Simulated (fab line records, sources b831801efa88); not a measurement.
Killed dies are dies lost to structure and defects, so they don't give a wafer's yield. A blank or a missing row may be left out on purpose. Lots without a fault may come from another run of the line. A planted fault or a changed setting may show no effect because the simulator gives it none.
A struck lot beside a sound one | flow sky130 | 15 steps out of a route of 708
Sound: wafers L131.1, L131.4, L131.5. Struck: wafer L146.4. (L146.5, L146.6 of the same lot were not struck and are left out.) The cause comes at the end.
At each step with rows: each side's tool, then ch and its chambers, then its first start. Under that, the readings that differ: sound wafers | struck wafers | difference of the means | sigmas: that difference in standard deviations of wafers without a fault.
alike: readings whose means differ by less than 2 such deviations, and words and numbers that are the same on both sides. not compared: withheld readings, readings that some wafer has no value for, bounds like >300 that may hide the same value, and numbers for which the record gives no deviation and whose values overlap.
The two part at a step that has a row with sigmas, a row that says differs or no value, or rows on one side only. Numbers that don't overlap but have no deviation are shown without sigmas and don't part them. A reading that every wafer of one side lacks parts them only if that side has two wafers or more.

SKY_LOCAL_INTERCONNECT_THK_MEAS_02: measures by xrf.
  sound on film_metro-04, day 31 05:43; struck on film_metro-01, day 35 17:25
  alike: LOCAL_INTERCONNECT_TIN_THK
then, 8 steps without rows for these wafers: SKY_LOCAL_INTERCONNECT_DEHYDRATE_03 (time 60 s); SKY_LOCAL_INTERCONNECT_HMDS_04 (prime time 60 s); SKY_LOCAL_INTERCONNECT_COAT_05 (resist thk 60 nm); SKY_LOCAL_INTERCONNECT_COAT_06 (resist thk 450 nm); SKY_LOCAL_INTERCONNECT_SOFTBAKE_07 (time 90 s); SKY_LOCAL_INTERCONNECT_EXPOSE_08 (exposes mask LI1M, target cd 170 nm); SKY_LOCAL_INTERCONNECT_PEB_09; SKY_LOCAL_INTERCONNECT_DEVELOP_10 (develop time 60 s).
SKY_LOCAL_INTERCONNECT_CD_MEAS_11: target cd 170 nm.
  sound on cd_sem-01, day 32 09:10; struck on cd_sem-01, day 36 19:02
  alike: cd_nm
SKY_LOCAL_INTERCONNECT_OVL_MEAS_12:
  sound on overlay-01, day 32 09:17; struck on overlay-02, day 36 19:07
  reading                     | sound      | struck | difference | sigmas
  LOCAL_INTERCONNECT_OVL (nm) | -11 -8 -12 | 1      | +11        | +2
SKY_LOCAL_INTERCONNECT_ETCH_13: etches BARC in N2/H2, stops on SiO2, time 45.9 s, target depth 60 nm.
  sound on rie_metal-01 ch 0, day 32 09:19; struck on rie_metal-03 ch 0, day 36 19:10
  reading                     | sound             | struck | difference | sigmas
  drypump_motor_current_A (A) | 5.30 5.32 5.30    | 5.80   | +0.49      | +2
  oes_product_au (a.u.)       | 0.857 0.859 0.852 | 0.844  | -0.012     | -3
  alike: he_backside_leak_sccm, n2_flow_sccm, throttle_valve_pct
  not compared: rf_hours_counter_h
SKY_LOCAL_INTERCONNECT_METAL_ETCH_14: etches TiN in Cl2/BCl3, stops on PSG, target depth 110 nm, time 31.4 s.
  sound on rie_metal-01 ch 0, day 32 09:23; struck on rie_metal-03 ch 0, day 36 19:13
  reading                                                   | sound                | struck | difference | sigmas
  drypump_motor_current_A (A)                               | 5.29 5.31 5.30       | 5.78   | +0.48      | +2
  oes_product_au (a.u.)                                     | 0.935 0.934 0.938    | 0.829  | -0.107     | -15
  throttle_valve_pct (%)                                    | 21.898 21.907 21.912 | 21.963 | +0.057     | +6
  model.etch.depth_nm (nm)                                  | 99.15 98.89 100.1    | 79.98  | -19.40     |
  model.LOCAL_INTERCONNECT.feature_depth_nm (nm)            | 99.15 98.89 100.1    | 79.98  | -19.40     |
  model.KrF-thick_of_LOCAL_INTERCONNECT_COAT_06.thk_nm (nm) | 348.5 349.3 347.9    | 359.5  | +10.9      |
  alike: he_backside_leak_sccm
  not compared: rf_hours_counter_h
SKY_LOCAL_INTERCONNECT_STRIP_15: strips in O2/N2.
  sound on plasma_asher-03 ch 1, day 32 09:26; struck on plasma_asher-01 ch 0, day 36 19:17
  reading                      | sound             | struck | difference | sigmas
  drypump_motor_current_A (A)  | 5.4 5.4 5.3       | 6.6    | +1.2       | +2
  strip_time_to_endpoint_s (s) | 4.722 4.734 4.717 | 4.844  | +0.120     | +5
  alike: n2_flow_sccm, oes_product_au
  not compared: rf_hours_counter_h
then, 1 step without rows for these wafers: SKY_LOCAL_INTERCONNECT_STRIP_16 (strips in post etch residue remover, time 1200 s).

WHERE THEY PART
First at SKY_LOCAL_INTERCONNECT_OVL_MEAS_12; last, within this record, at SKY_LOCAL_INTERCONNECT_STRIP_15.

WHY: what the simulator had put in
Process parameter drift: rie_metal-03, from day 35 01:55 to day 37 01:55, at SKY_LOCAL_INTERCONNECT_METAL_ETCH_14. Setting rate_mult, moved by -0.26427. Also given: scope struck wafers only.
